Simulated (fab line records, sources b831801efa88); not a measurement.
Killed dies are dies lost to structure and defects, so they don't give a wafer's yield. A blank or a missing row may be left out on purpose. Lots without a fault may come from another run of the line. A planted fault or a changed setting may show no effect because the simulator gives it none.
Split-lot experiment | flow sfq_line | 5 lots, 23 wafers read, on a route of 325 steps

THE SPLIT
At SFQ_TRILAYER_M8_DEP_EVAP_198 (material Pt, target thk 50 nm, time 250 s), the setting time_s was moved away from the recipe's 250 s on 8 of the 23 wafers read, by +8.0% to +12.8%. The other wafers ran this setting at the recipe's value.

The reading is taken at the split's own step.

THE READING
Pt_of_TRILAYER_M8_DEP_EVAP_198.thk_nm (the simulator's own value, which no gauge read), in nm, at SFQ_TRILAYER_M8_DEP_EVAP_198 (material Pt, target thk 50 nm, time 250 s). The file gives no usual value for it. The 15 wafers here that ran the recipe average 50.09 nm, standard deviation 0.53 nm.

wafer  | tool, chamber at the split | time_s as run, s | against the recipe | Pt_of_TRILAYER_M8_DEP_EVAP_198.thk_nm, nm | against lot-mates on the recipe
L075.2 | pvd_sputter-02, -          | 250              | recipe             | 50.45                                     | -
L075.5 | pvd_sputter-02, -          | 250              | recipe             | 49.4                                      | -
L075.6 | pvd_sputter-02, -          | 250              | recipe             | 49.58                                     | -
L078.1 | pvd_sputter-01, -          | 270.1            | +8.0%              | 54.86                                     | +4.42
L078.2 | pvd_sputter-01, -          | 250              | recipe             | 50.77                                     | -
L078.3 | pvd_sputter-01, -          | 270.1            | +8.0%              | 54.07                                     | +3.63
L078.4 | pvd_sputter-01, -          | 270.1            | +8.0%              | 54.65                                     | +4.21
L078.5 | pvd_sputter-01, -          | 250              | recipe             | 50.11                                     | -
L081.1 | pvd_sputter-01, -          | 282              | +12.8%             | 57.23                                     | +6.45
L081.2 | pvd_sputter-01, -          | 250              | recipe             | 50.56                                     | -
L081.3 | pvd_sputter-01, -          | 282              | +12.8%             | 56.3                                      | +5.52
L081.4 | pvd_sputter-01, -          | 250              | recipe             | 51.12                                     | -
L081.5 | pvd_sputter-01, -          | 250              | recipe             | 50.67                                     | -
L083.2 | pvd_sputter-02, -          | 273.5            | +9.4%              | 55.29                                     | +5.10
L083.3 | pvd_sputter-02, -          | 273.5            | +9.4%              | 54.88                                     | +4.69
L083.4 | pvd_sputter-02, -          | 250              | recipe             | 49.98                                     | -
L083.5 | pvd_sputter-02, -          | 273.5            | +9.4%              | 55.09                                     | +4.90
L083.6 | pvd_sputter-02, -          | 250              | recipe             | 50.4                                      | -
L085.1 | pvd_sputter-02, -          | 250              | recipe             | 49.75                                     | -
L085.2 | pvd_sputter-02, -          | 250              | recipe             | 50.03                                     | -
L085.3 | pvd_sputter-02, -          | 250              | recipe             | 49.6                                      | -
L085.5 | pvd_sputter-02, -          | 250              | recipe             | 49.36                                     | -
L085.6 | pvd_sputter-02, -          | 250              | recipe             | 49.57                                     | -

THE FIT
A straight line over all 23 wafers: Pt_of_TRILAYER_M8_DEP_EVAP_198.thk_nm changes by +0.531 nm for each +1% of time_s; r = +0.98; the points scatter about the line by 0.5 nm.
The same after taking each lot's own level away (the mean of its wafers on the recipe; 23 wafers): +0.494 nm for each +1%; r = +0.99; scatter 0.36 nm.
On that fit, the largest move of time_s shifts the reading by 6.3 nm.
The lots' own levels span 49.662 to 50.783 nm, that is 2.1 times the standard deviation above.
So the lot-to-lot level changes the slope little: the two slopes agree.
Check: with one of the wafers moved furthest among these (+12.8%) left out of the fit, the line predicts +6.31 nm for it against its lot-mates. It came out at +6.45 nm against them.

OTHER SPLITS ON THESE WAFERS
These wafers also went through other splits before the reading. Each is held against what the fit with the lots' levels taken away leaves over:
other split on the same wafers                 | wafers away from the commonest value | r with Pt_of_TRILAYER_M8_DEP_EVAP_198.thk_nm (lot level and that fit taken away)
SFQ_TRILAYER_I6_DEP_PECVD_165 time_s           | 9                                    | +0.15
SFQ_TRILAYER_I6_VIA_LITHO_EXPOSE_170 dose_mj   | 9                                    | +0.26
SFQ_TRILAYER_M7_ETCH_METAL_ETCH_180 icp_w      | 9                                    | -0.14
SFQ_TRILAYER_I7_CMP_CMP_184 leave_above_ref_nm | 9                                    | +0.15
SFQ_TRILAYER_M8_LITHO_COAT_193 resist_thk_nm   | 7                                    | -0.37
SFQ_TRILAYER_M8_DEP_EVAP_197 time_s            | 7                                    | +0.12

THE FILE'S OWN FIT
Pt_of_TRILAYER_M8_DEP_EVAP_198.thk_nm changes by +0.49 nm for each +1% of time_s, r = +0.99.
